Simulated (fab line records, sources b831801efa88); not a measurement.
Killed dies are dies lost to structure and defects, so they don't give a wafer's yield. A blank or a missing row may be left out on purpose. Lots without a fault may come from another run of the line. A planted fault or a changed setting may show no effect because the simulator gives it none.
fab line records | flow gf180mcu
record lots=12 wafers=36 last_day=34
route steps=602 shown CONTACT@301 M1@317
lots that met no fault: from a run of the same line without faults
start_h: hours from the record's first day to the start of the lot's first wafer shown | wait_h: hours since the lot's step before | " the same as in the row above | L1.1+2: a row that stands for several wafers | - no value, or no start given | * or withheld: withheld | < > ~ a bound
route shown NAME@n: a module of which the file shows steps, and the number in the route of the first | usual: mean/standard deviation of fault-free wafers | same: alike in all rows | chamber/n: place in a boat | sites: the reading at each site | _std_site: their standard deviation | _edge_site: outer sites' mean less inner sites' | radius_mm: how far each site lies from the wafer's centre | mask NAME#n: copy n | behind: the tool/chamber that last shaped the wafer | hold: why the lot was held/for how many hours/how that ended | device: the transistor (n, p or np) that didn't switch | end of line: the same wafers' tests at the end of the route | a step without rows: its recipe alone | killed: dies lost to structure and defects at the first sort, not the wafer's yield | map: a wafer's dies, x killed, . not, _ none there
set.NAME: the setting as run; set.NAME@STEP: as run at that earlier step | model.NAME: the simulator's own value behind a step, which no gauge read
steps of the route over a sample of lots; a table a step, a row a wafer
services: from which hour (start_h, from the record's first day; less than 0 if before it) a tool's chamber was out of use, for how many hours, and why
## steps
# step GF_CONTACT_CD_MEAS_14
# recipe target_cd_nm=220
# usual cd_nm=220.0/1.7
# columns lot.wafer tool chamber start_h wait_h cd_nm
L163.1 cd_sem-01 - 361.24 0.1 219.0
L163.2 " - " " 219.4
L163.6 " - " " 219.3
L164.1 cd_sem-01 - 372.94 0.1 220.6
L164.3 " - " " 219.1
L164.6 " - " " 219.4
L166.4 cd_sem-02 - 386.85 0.1 224.6
L166.5 " - " " 223.3
L166.6 " - " " 224.3
L168.1 cd_sem-01 - 412.02 1.5 220.6
L168.4 " - " " 220.1
L168.6 " - " " 218.7
L169.3 cd_sem-01 - 418.81 0.1 221.6
L169.4 " - " " 220.7
L169.6 " - " " 218.9
L170.2 cd_sem-01 - 430.96 0.1 218.5
L170.3 " - " " 217.4
L170.5 " - " " 220.3
L171.3 cd_sem-02 - 438.66 0.1 220.8
L171.4 " - " " 221.2
L171.6 " - " " 220.7
L179.3 cd_sem-01 - 501.16 0.1 218.4
L179.4 " - " " 217.7
L179.6 " - " " 218.7
L180.1 cd_sem-02 - 516.19 0.1 220.0
L180.4 " - " " 217.6
L180.5 " - " " 219.6
L181.2 cd_sem-02 - 517.39 0.1 219.0
L181.3 " - " " 220.4
L181.4 " - " " 220.1
L183.1 cd_sem-02 - 535.22 0.1 218.0
L183.2 " - " " 218.5
L183.4 " - " " 219.3
L186.1 cd_sem-01 - 560.24 0.1 222.2
L186.2 " - " " 221.6
L186.3 " - " " 222.4
# step GF_CONTACT_ETCH_17
# recipe chemistry=C4F8/O2/Ar mask_material=KrF target=SiO2 stop_on=CoSi2 source_w=1456 bias_w=1200 pressure_mtorr=40 c4f8_flow_sccm=withheld O2_flow_sccm=6 Ar_flow_sccm=300 time_s=withheld target_depth_a=8600
# usual oes_product_au=0.816/0.0048
# columns lot.wafer tool chamber start_h wait_h oes_product_au
L163.1 rie_diel-02 0 - - 0.816
L163.2 " 3 " " 0.815
L163.6 " 2 " " 0.816
L164.1 rie_diel-02 2 - - 0.815
L164.3 " 3 " " 0.822
L164.6 " 0 " " 0.813
L166.4 rie_diel-02 1 - - 0.811
L166.5 " 2 " " 0.809
L166.6 " 3 " " 0.814
L168.1 rie_diel-04 2 - - 0.812
L168.4 " 3 " " 0.809
L168.6 " 0 " " 0.811
L169.3 rie_diel-04 2 - - 0.826
L169.4 " 3 " " 0.820
L169.6 " 3 " " 0.815
L170.2 rie_diel-01 3 - - 0.818
L170.3 " 0 " " 0.820
L170.5 " 1 " " 0.815
L171.3 rie_diel-04 0 - - 0.816
L171.4 " 1 " " 0.823
L171.6 " 2 " " 0.818
L179.3 rie_diel-02 0 - - 0.818
L179.4 " 3 " " 0.822
L179.6 " 1 " " 0.818
L180.1 rie_diel-04 3 - - 0.815
L180.4 " 0 " " 0.827
L180.5 " 0 " " 0.817
L181.2 rie_diel-01 3 - - 0.816
L181.3 " 0 " " 0.817
L181.4 " 1 " " 0.823
L183.1 rie_diel-01 1 - - 0.822
L183.2 " 0 " " 0.817
L183.4 " 3 " " 0.822
L186.1 rie_diel-04 1 - - 0.817
L186.2 " 2 " " 0.814
L186.3 " 3 " " 0.815
# step GF_CONTACT_CVD_24
# recipe material=W target_thk_nm=300 time_s=90.339 temp_c=400 pressure_torr=40
# usual chamber_pressure_Torr=40.00/0.088 heater_power_w=860/30
# columns lot.wafer tool chamber start_h wait_h chamber_pressure_Torr heater_power_w
L163.1 cvd_w-01 1 362.00 0.0 39.99 851
L163.2 " 0 " " 40.12 876
L163.6 " 0 " " 40.00 904
L164.1 cvd_w-02 1 373.68 0.0 39.98 931
L164.3 " 0 " " 39.97 894
L164.6 " 1 " " 39.92 904
L166.4 cvd_w-01 0 387.55 0.1 39.95 884
L166.5 " 0 " " 39.79 856
L166.6 " 1 " " 40.00 815
L168.1 cvd_w-02 0 412.75 0.0 40.00 813
L168.4 " 1 " " 40.04 853
L168.6 " 0 " " 39.95 852
L169.3 cvd_w-01 0 419.53 0.1 40.06 861
L169.4 " 1 " " 43.22 832
L169.6 " 0 " " 40.05 888
L170.2 cvd_w-02 0 431.67 0.0 39.89 828
L170.3 " 1 " " 39.91 891
L170.5 " 0 " " 39.96 832
L171.3 cvd_w-01 1 439.38 0.1 43.35 844
L171.4 " 0 " " 39.88 873
L171.6 " 1 " " 43.37 837
L179.3 cvd_w-01 0 501.89 0.1 40.02 900
L179.4 " 1 " " 39.80 828
L179.6 " 1 " " 40.01 854
L180.1 cvd_w-01 0 516.92 0.0 40.06 890
L180.4 " 1 " " 40.00 866
L180.5 " 0 " " 39.91 911
L181.2 cvd_w-01 0 518.10 0.0 39.85 839
L181.3 " 0 " " 40.06 881
L181.4 " 1 " " 40.02 882
L183.1 cvd_w-01 0 535.93 0.0 39.97 897
L183.2 " 1 " " 39.98 855
L183.4 " 0 " " 40.09 885
L186.1 cvd_w-01 1 560.97 0.0 39.84 852
L186.2 " 0 " " 39.98 885
L186.3 " 0 " " 39.95 873
# step GF_CONTACT_RS_MEAS_25
# recipe thk_meas_gauge=four-point-probe reads=W_of_CONTACT_CVD_24+TiN_of_CONTACT_SPUTTER_23+Ti_of_CONTACT_SPUTTER_22
# usual CONTACT_W_RS=0.383/0.0042
# columns lot.wafer tool chamber start_h wait_h CONTACT_W_RS[ohm/sq]
L163.1 film_metro-03 - 362.10 0.1 0.389
L163.2 " - " " 0.385
L163.6 " - " " 0.382
L164.1 film_metro-03 - 373.78 0.1 0.386
L164.3 " - " " 0.383
L164.6 " - " " 0.385
L166.4 film_metro-02 - 387.68 0.1 0.377
L166.5 " - " " 0.377
L166.6 " - " " 0.382
L168.1 film_metro-03 - 412.85 0.1 0.384
L168.4 " - " " 0.384
L168.6 " - " " 0.388
L169.3 film_metro-01 - 419.64 0.1 0.383
L169.4 " - " " 0.369
L169.6 " - " " 0.376
L170.2 film_metro-03 - 431.79 0.1 0.386
L170.3 " - " " 0.389
L170.5 " - " " 0.386
L171.3 film_metro-03 - 439.49 0.1 0.370
L171.4 " - " " 0.383
L171.6 " - " " 0.369
L179.3 film_metro-02 - 501.99 0.1 0.380
L179.4 " - " " 0.387
L179.6 " - " " 0.386
L180.1 film_metro-02 - 517.02 0.1 0.380
L180.4 " - " " 0.382
L180.5 " - " " 0.380
L181.2 film_metro-01 - 518.22 0.1 0.380
L181.3 " - " " 0.377
L181.4 " - " " 0.387
L183.1 film_metro-01 - 536.03 0.1 0.378
L183.2 " - " " 0.377
L183.4 " - " " 0.377
L186.1 film_metro-03 - 561.07 0.1 0.380
L186.2 " - " " 0.377
L186.3 " - " " 0.381
# step GF_CONTACT_THK_MEAS_26
# recipe thk_meas_gauge=xrf reads=W_of_CONTACT_CVD_24
# usual CONTACT_W_THK=300/3.4
# columns lot.wafer tool chamber start_h wait_h CONTACT_W_THK[nm]
L163.1 film_metro-03 - 362.22 0.1 297
L163.2 " - " " 298
L163.6 " - " " 301
L164.1 film_metro-03 - 373.90 0.1 297
L164.3 " - " " 300
L164.6 " - " " 298
L166.4 film_metro-02 - 387.77 0.1 303
L166.5 " - " " 304
L166.6 " - " " 300
L168.1 film_metro-03 - 412.97 0.1 300
L168.4 " - " " 302
L168.6 " - " " 299
L169.3 film_metro-01 - 419.74 0.1 300
L169.4 " - " " 312
L169.6 " - " " 306
L170.2 film_metro-03 - 431.90 0.1 300
L170.3 " - " " 298
L170.5 " - " " 298
L171.3 film_metro-03 - 439.59 0.1 314
L171.4 " - " " 303
L171.6 " - " " 312
L179.3 film_metro-02 - 502.09 0.1 305
L179.4 " - " " 301
L179.6 " - " " 301
L180.1 film_metro-02 - 517.14 0.1 307
L180.4 " - " " 304
L180.5 " - " " 305
L181.2 film_metro-01 - 518.33 0.1 300
L181.3 " - " " 300
L181.4 " - " " 296
L183.1 film_metro-01 - 536.15 0.1 303
L183.2 " - " " 303
L183.4 " - " " 303
L186.1 film_metro-03 - 561.19 0.1 300
L186.2 " - " " 302
L186.3 " - " " 300
# step GF_M1_SPUTTER_02
# recipe material=AlCu target_thk_nm=450 power_w=10600 time_s=23.9 chamber_pressure_pa=0.4
# usual cathode_dc_power_W=10600/1.9 chamber_pressure_pa=0.3998/0.00074 throttle_valve_pct=30.3/1.1
# columns lot.wafer tool chamber start_h wait_h cathode_dc_power_W chamber_pressure_pa throttle_valve_pct
L163.1 pvd_sputter-01 - 362.71 0.0 10599 0.3998 30.7
L163.2 " - " " 10598 0.4002 30.9
L163.6 " - " " 10600 0.4009 30.1
L164.1 pvd_sputter-03 - 374.39 0.0 10597 0.3994 31.3
L164.3 " - " " 10598 0.4001 31.1
L164.6 " - " " 10599 0.3995 31.3
L166.4 pvd_sputter-01 - 388.23 0.0 10600 0.3994 31.2
L166.5 " - " " 10599 0.4010 29.8
L166.6 " - " " 10604 0.3989 30.9
L168.1 pvd_sputter-03 - 413.46 0.0 10603 0.3990 31.1
L168.4 " - " " 10601 0.3994 30.7
L168.6 " - " " 10599 0.4010 30.8
L169.3 pvd_sputter-04 - 420.21 0.0 10599 0.3985 29.9
L169.4 " - " " 10598 0.3997 31.0
L169.6 " - " " 10597 0.3997 30.9
L170.2 pvd_sputter-04 - 432.38 0.0 10597 0.4001 31.0
L170.3 " - " " 10600 0.4007 29.7
L170.5 " - " " 10602 0.3999 30.2
L171.3 pvd_sputter-04 - 440.10 0.0 10595 0.3998 29.8
L171.4 " - " " 10601 0.4005 31.3
L171.6 " - " " 10600 0.4004 31.2
L179.3 pvd_sputter-01 - 502.57 0.0 10603 0.4000 31.3
L179.4 " - " " 10602 0.4011 30.7
L179.6 " - " " 10600 0.3993 31.0
L180.1 pvd_sputter-01 - 517.65 0.0 10601 0.4000 31.0
L180.4 " - " " 10600 0.4000 30.0
L180.5 " - " " 10596 0.3999 28.5
L181.2 pvd_sputter-03 - 519.26 0.0 10601 0.4000 30.3
L181.3 " - " " 10600 0.3990 27.9
L181.4 " - " " 10601 0.3989 31.1
L183.1 pvd_sputter-01 - 536.64 0.0 10600 0.4009 31.1
L183.2 " - " " 10599 0.3999 28.2
L183.4 " - " " 10599 0.4012 30.2
L186.1 pvd_sputter-03 - 561.68 0.0 10602 0.4014 31.1
L186.2 " - " " 10600 0.3987 30.8
L186.3 " - " " 10601 0.4012 31.2
## services
# columns tool chamber start_h hours kind
rie_diel-01 - 346.72 0.7 repair
cvd_w-01 0 347.26 6.7 repair
pvd_sputter-04 - 358.76 2.7 repair
pvd_sputter-03 - 375.05 4.0 repair
cvd_w-02 - 390.00 14.0 pm
pvd_sputter-04 - 400.25 0.8 repair
cvd_w-02 - 400.65 1.4 repair
pvd_sputter-04 - 405.32 3.9 repair
rie_diel-04 3 432.47 7.6 repair
pvd_sputter-01 0 445.29 - consumable_replace:kit
pvd_sputter-01 0 445.29 18.0 scheduled_down
pvd_sputter-01 0 445.29 18.0 vent_cycle
pvd_sputter-03 3 448.25 - consumable_replace:kit
pvd_sputter-03 3 448.25 18.0 scheduled_down
pvd_sputter-03 3 448.25 18.0 vent_cycle
pvd_sputter-01 - 455.96 2.0 repair
pvd_sputter-03 - 464.29 0.8 repair
rie_diel-04 2 467.78 16.8 repair
cvd_w-01 - 478.19 2.8 pm
cvd_w-01 - 532.29 0.5 repair
rie_diel-02 3 533.80 21.5 repair
rie_diel-04 1 538.44 8.4 repair
cvd_w-02 - 545.60 1.5 repair
rie_diel-04 0 553.22 15.9 repair
## key
first_sign step=GF_CONTACT_CVD_24 reading=chamber_pressure_Torr direction=up sigmas=38 usual=40.00 struck=43.31
effect step=GF_CONTACT_RS_MEAS_25 reading=CONTACT_W_RS direction=down sigmas=3.4 usual=0.383 struck=0.369
effect step=GF_CONTACT_THK_MEAS_26 reading=CONTACT_W_THK direction=up sigmas=3.6 usual=300 struck=313
met_at GF_CONTACT_CVD_24
struck_lots L169,L171
struck_wafers L169.4,L171.3,L171.6
tester_left_out L169,L171
not_acting_at GF_CONTACT_CD_MEAS_14,GF_CONTACT_ETCH_17,GF_M1_SPUTTER_02
onset_between 387.55 419.53
fault kind=process_parameter_drift tool=cvd_w-01 chamber=1 onset_h=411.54 steps=GF_CONTACT_CVD_24 channel=pressure_torr offset=3.2519 shape=step end_h=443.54 acts_in=these_recipes_only stated=40
# tester_left_out: of these lots the tester's yield and bins aren't shown, on N5 and GAA mostly nor the transistor test; their killed dies are dies lost to structure and defects alone, not to doping, threshold or leakage, so they don't give the yield
